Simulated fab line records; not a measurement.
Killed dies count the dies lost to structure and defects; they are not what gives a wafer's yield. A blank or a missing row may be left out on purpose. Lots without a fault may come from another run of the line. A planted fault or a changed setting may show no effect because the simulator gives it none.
What tool caused it? + flow gf180mcu + 12 lots, 36 wafers sampled, at 6 steps of a route of 602

WHAT THE GAUGES SHOWED, per wafer
GF_STI_BOW_MEAS_00.
| lot  | measured    | on            | INCOMING_BOW (um) |
|------|-------------|---------------|-------------------|
| L702 | day 1 10:00 | film_metro-04 | -4 1 14           |
| L704 | day 1 20:00 | film_metro-04 | -5 -4 7           |
| L705 | day 2 01:01 | film_metro-03 | -6 -6 -5          |
| L710 | day 3 02:00 | film_metro-02 | -8 7 6            |
| L711 | day 3 07:00 | film_metro-04 | 6 -5 -7           |
| L712 | day 3 12:01 | film_metro-04 | -2 -5 1           |
| L714 | day 3 22:01 | film_metro-03 | -5 -6 -4          |
| L715 | day 4 03:00 | film_metro-04 | 5 2 -2            |
| L720 | day 5 04:02 | film_metro-04 | -1 1 -7           |
| L721 | day 5 09:02 | film_metro-04 | 4 3 10            |
| L723 | day 5 19:00 | film_metro-03 | -5 5 2            |
| L725 | day 6 05:00 | film_metro-03 | -13 3 -5          |

GF_MVPSD_OVL_MEAS_07.
| lot  | measured     | on         | MVPSD_OVL (nm) |
|------|--------------|------------|----------------|
| L702 | day 5 00:18  | overlay-01 | -1.5 -2.4 -1.3 |
| L704 | day 5 13:57  | overlay-01 | 0.3 0.9 1.6    |
| L705 | day 5 17:27  | overlay-02 | -1.7 -1.0 -1.5 |
| L710 | day 7 00:27  | overlay-01 | -0.7 1.7 0.5   |
| L711 | day 7 07:35  | overlay-02 | -1.3 -4.1 -1.5 |
| L712 | day 7 14:39  | overlay-01 | -0.5 -2.2 -1.7 |
| L714 | day 7 23:36  | overlay-02 | -0.8 -0.5 0.0  |
| L715 | day 8 06:09  | overlay-01 | 0.6 1.0 1.5    |
| L720 | day 9 11:47  | overlay-01 | -0.2 1.2 -0.8  |
| L721 | day 9 17:34  | overlay-02 | 2.7 1.1 1.7    |
| L723 | day 10 06:47 | overlay-01 | 0.3 -0.6 1.2   |
| L725 | day 10 21:29 | overlay-02 | -1.1 -1.2 0.1  |

GF_VT_IMPLANT_TW_MEAS_32.
| lot  | measured     | on            | VT_IMPLANT_3_TW   |
|------|--------------|---------------|-------------------|
| L702 | day 6 20:50  | film_metro-03 | 264.1 264.3 263.8 |
| L704 | day 7 11:41  | film_metro-04 | 263.9 264.1 264.9 |
| L705 | day 7 16:56  | film_metro-04 | 262.2 262.6 263.3 |
| L710 | day 9 01:41  | film_metro-04 | 267.8 266.6 265.3 |
| L711 | day 9 09:55  | film_metro-04 | 267.1 266.9 268.6 |
| L712 | day 9 16:20  | film_metro-04 | 265.9 266.0 265.8 |
| L714 | day 10 02:23 | film_metro-04 | 265.7 264.4 264.6 |
| L715 | day 10 10:01 | film_metro-04 | 266.9 265.1 264.7 |
| L720 | day 11 18:55 | film_metro-01 | 30.3 30.1 30.3    |
| L721 | day 12 00:05 | film_metro-03 | 263.1 262.1 261.7 |
| L723 | day 12 15:55 | film_metro-01 | 270.0 269.2 270.0 |
| L725 | day 13 07:52 | film_metro-04 | 263.7 265.6 265.7 |

GF_DUAL_GATE_THK_MEAS_03.
| lot  | measured     | on            | DUAL_GATE_OXIDATION_00_THK (nm) |
|------|--------------|---------------|---------------------------------|
| L702 | day 7 15:10  | film_metro-04 | 10.84 11.11 11.05               |
| L704 | day 8 06:31  | film_metro-02 | 10.53 10.73 10.68               |
| L705 | day 8 11:28  | film_metro-02 | 11.13 11.05 11.12               |
| L710 | day 9 22:10  | film_metro-04 | 10.84 10.80 10.71               |
| L711 | day 10 06:24 | film_metro-02 | 11.03 10.81 10.99               |
| L712 | day 10 12:41 | film_metro-03 | 11.11 10.96 10.76               |
| L714 | day 10 22:34 | film_metro-03 | 10.90 10.98 11.07               |
| L715 | day 11 06:38 | film_metro-04 | 11.03 11.12 11.26               |
| L721 | day 12 23:42 | film_metro-03 | 10.75 10.58 10.74               |
| L723 | day 13 15:51 | film_metro-03 | 10.75 10.73 10.56               |
| L725 | day 14 07:06 | film_metro-04 | 10.49 10.47 10.46               |

EACH LOT AND THE TOOL THAT RAN IT (in order: tool; ch and the chambers of the sampled wafers; start)
| lot  | GF_VT_IMPLANT_STRIP_20               | GF_VT_IMPLANT_STRIP_31               |
|------|--------------------------------------|--------------------------------------|
| L702 | plasma_asher-04 ch 0,1, day 6 05:38  | plasma_asher-03 ch 0,1, day 6 20:44  |
| L704 | plasma_asher-04 ch 0,1, day 6 20:43  | plasma_asher-03 ch 0,1, day 7 11:35  |
| L705 | plasma_asher-04 ch 0,1, day 7 00:50  | plasma_asher-03 ch 0,1, day 7 16:49  |
| L710 | plasma_asher-04 ch 0,1, day 8 08:47  | plasma_asher-04 ch 0,1, day 9 01:35  |
| L711 | plasma_asher-02 ch 0,1, day 8 16:43  | plasma_asher-03 ch 0,1, day 9 09:49  |
| L712 | plasma_asher-03 ch 0,1, day 8 23:28  | plasma_asher-03 ch 0,1, day 9 16:13  |
| L714 | plasma_asher-04 ch 0,1, day 9 08:38  | plasma_asher-04 ch 0, day 10 02:16   |
| L715 | plasma_asher-02 ch 0,1, day 9 15:55  | plasma_asher-02 ch 0,1, day 10 09:55 |
| L720 | plasma_asher-04 ch 0,1, day 11 00:13 | plasma_asher-03 ch 0,1, day 11 18:49 |
| L721 | plasma_asher-03 ch 0,1, day 11 05:31 | plasma_asher-03 ch 0,1, day 12 00:00 |
| L723 | plasma_asher-03 ch 0,1, day 11 20:11 | plasma_asher-03 ch 0,1, day 12 15:49 |
| L725 | plasma_asher-03 ch 0,1, day 12 12:20 | plasma_asher-04 ch 0,1, day 13 07:46 |
- GF_VT_IMPLANT_STRIP_20: strips in O2/N2.
- GF_VT_IMPLANT_STRIP_31: strips in O2/N2.

WHAT THE TOOLS THEMSELVES READ (means of the sampled wafers that have a number; where no wafer has one, the mark that the record gives instead)
GF_VT_IMPLANT_STRIP_20.
| lot  | tool            | drypump_motor_current_A (A) | heater_power_w (W) | oes_product_au (a.u.) | strip_time_to_endpoint_s (s) |
|------|-----------------|-----------------------------|--------------------|-----------------------|------------------------------|
| L702 | plasma_asher-04 | 5.9                         | 305                | 0.716                 | 12.65                        |
| L704 | plasma_asher-04 | 5.6                         | 318                | 0.713                 | 12.61                        |
| L705 | plasma_asher-04 | 5.6                         | 315                | 0.714                 | 12.58                        |
| L710 | plasma_asher-04 | 6.0                         | 307                | 0.718                 | 12.69                        |
| L711 | plasma_asher-02 | 5.7                         | 318                | 0.715                 | 12.63                        |
| L712 | plasma_asher-03 | 6.4                         | 326                | 0.716                 | 12.62                        |
| L714 | plasma_asher-04 | 6.0                         | 309                | 0.718                 | 12.66                        |
| L715 | plasma_asher-02 | 5.5                         | 370                | 0.713                 | 12.63                        |
| L720 | plasma_asher-04 | 6.0                         | 306                | 0.881                 | -                            |
| L721 | plasma_asher-03 | 6.3                         | 286                | 0.716                 | 12.66                        |
| L723 | plasma_asher-03 | 6.3                         | 287                | 0.718                 | 12.67                        |
| L725 | plasma_asher-03 | 6.4                         | 324                | 0.714                 | 12.67                        |

GF_VT_IMPLANT_STRIP_31.
| lot  | tool            | drypump_motor_current_A (A) | heater_power_w (W) | oes_product_au (a.u.) | strip_time_to_endpoint_s (s) |
|------|-----------------|-----------------------------|--------------------|-----------------------|------------------------------|
| L702 | plasma_asher-03 | 6.4                         | 330                | 0.717                 | 12.64                        |
| L704 | plasma_asher-03 | 6.4                         | 324                | 0.710                 | 12.64                        |
| L705 | plasma_asher-03 | 6.4                         | 330                | 0.714                 | 12.63                        |
| L710 | plasma_asher-04 | 5.9                         | 305                | 0.716                 | 12.67                        |
| L711 | plasma_asher-03 | 6.3                         | 287                | 0.717                 | 12.60                        |
| L712 | plasma_asher-03 | 6.4                         | 327                | 0.718                 | 12.62                        |
| L714 | plasma_asher-04 | 6.3                         | 301                | 0.718                 | 12.68                        |
| L715 | plasma_asher-02 | 5.7                         | 323                | 0.715                 | 12.56                        |
| L720 | plasma_asher-03 | 6.4                         | 328                | 0.718                 | 24.54                        |
| L721 | plasma_asher-03 | 6.4                         | 330                | 0.713                 | 12.59                        |
| L723 | plasma_asher-03 | 6.3                         | 288                | 0.717                 | 12.65                        |
| L725 | plasma_asher-04 | 5.6                         | 314                | 0.716                 | 12.65                        |

THE ANSWER, worked out from the rows above alone
Rule: the lots themselves supply what counts as usual. The widest of any qualifying gaps counts: lots, ordered by their means at a reading, are off when they make up no more than a third of the lots, leave a main group of 4 or more, and stand apart from it by 3 or more times the standard deviation of that group's means. A main group is skipped when, at the precision printed for the reading in the tables above, its means are all equal. Also off: a lot with no number at a reading for which 4 or more lots have one. Any other lot the step has rows for is counted as sound. Order of review: gauges by route order, followed by the tools' own readings, for which a lot's mean as printed above is used. The first step at which some lot is off is used, and at that step the reading that is off furthest; a lot without a number counts as furthest.
Off: at GF_VT_IMPLANT_TW_MEAS_32 (VT_IMPLANT_3_TW), L720. The main group has a mean of 265.3 with a standard deviation of 2.
A tool fits if, at a process step before that reading, it ran every lot that is off, and no sound lot after the first of them. Not tried: the gauges at GF_VT_IMPLANT_TW_MEAS_32; whatever is off there is also off at GF_VT_IMPLANT_STRIP_20, on other tools, and gauge error can't account for it. One candidate fits, namely plasma_asher-04 at GF_VT_IMPLANT_STRIP_20. A fault onset in the window from L714 (day 9 08:38, its last sound lot) to L720 (day 11 00:13, its first lot off) fits.
On the lots that are off, the tool's own readings at GF_VT_IMPLANT_STRIP_20 differ by more than 5 times the standard deviation of the sound lots' means, which bears it out; oes_product_au reads 0.881 a.u. there versus 0.716 a.u. on the sound lots.
Blank at GF_VT_IMPLANT_STRIP_20 on the lots that are off, where sound lots have numbers: strip_time_to_endpoint_s.

WHAT HAD BEEN PUT IN BY THE SIMULATOR
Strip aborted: plasma_asher-04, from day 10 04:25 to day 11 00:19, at GF_VT_IMPLANT_STRIP_20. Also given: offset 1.
Struck lots among those shown: L720. The rule given above showed the same thing.
